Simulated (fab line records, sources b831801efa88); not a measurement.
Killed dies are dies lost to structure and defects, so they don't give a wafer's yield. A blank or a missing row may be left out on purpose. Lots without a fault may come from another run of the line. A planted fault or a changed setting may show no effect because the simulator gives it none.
Which tool did it? | flow sky130 | 6 lots, 18 wafers sampled, at 2 steps of a route of 708

WHAT THE GAUGES READ, wafer by wafer
SKY_VT_ADJUST_NCORE_CD_MEAS_07: target cd 380 nm.
lot  | measured     | on        | cd_nm (nm)
L501 | day 9 01:14  | cd_sem-02 | 376.2 375.8 377.3
L502 | day 9 20:45  | cd_sem-01 | 379.8 379.3 377.6
L506 | day 10 10:08 | cd_sem-01 | 385.9 382.6 384.5
L513 | day 12 22:11 | cd_sem-02 | 381.3 380.7 381.2
L515 | day 13 13:56 | cd_sem-02 | 397.6 399.0 396.4
L517 | day 14 05:48 | cd_sem-01 | 393.4 391.4 391.6

WHICH TOOL RAN EACH LOT (tool, then ch and the chambers of the sampled wafers, then the start)
lot  | SKY_VT_ADJUST_NCORE_EXPOSE_04
L501 | iline_stepper-02 ch 0, day 8 14:20
L502 | iline_stepper-01 ch 0, day 9 09:02
L506 | iline_stepper-01 ch 0, day 9 23:11
L513 | iline_stepper-01 ch 0, day 12 09:38
L515 | iline_stepper-02 ch 0, day 13 01:22
L517 | iline_stepper-02 ch 0, day 13 16:18
- SKY_VT_ADJUST_NCORE_EXPOSE_04: exposes mask LVTN COMPLEMENT THIN, target cd 380 nm.

THE ANSWER, worked out from the rows above alone
Rule: what is usual is taken from the lots themselves. Put in order of their means at a reading, lots are off if they are a third of the lots or fewer, leave a main group of 4 or more, and stand apart from it by a gap of 3 or more times the standard deviation of the main group's means; of several such gaps the widest counts. A main group whose means are all the same, to the digits that the tables above print for the reading, isn't used. A lot without any number at a reading at which 4 lots or more have one is off too. The other lots that the step has rows for count as sound.
No lot is off at any reading shown: from this, nothing can be told.

WHAT THE SIMULATOR HAD PUT IN
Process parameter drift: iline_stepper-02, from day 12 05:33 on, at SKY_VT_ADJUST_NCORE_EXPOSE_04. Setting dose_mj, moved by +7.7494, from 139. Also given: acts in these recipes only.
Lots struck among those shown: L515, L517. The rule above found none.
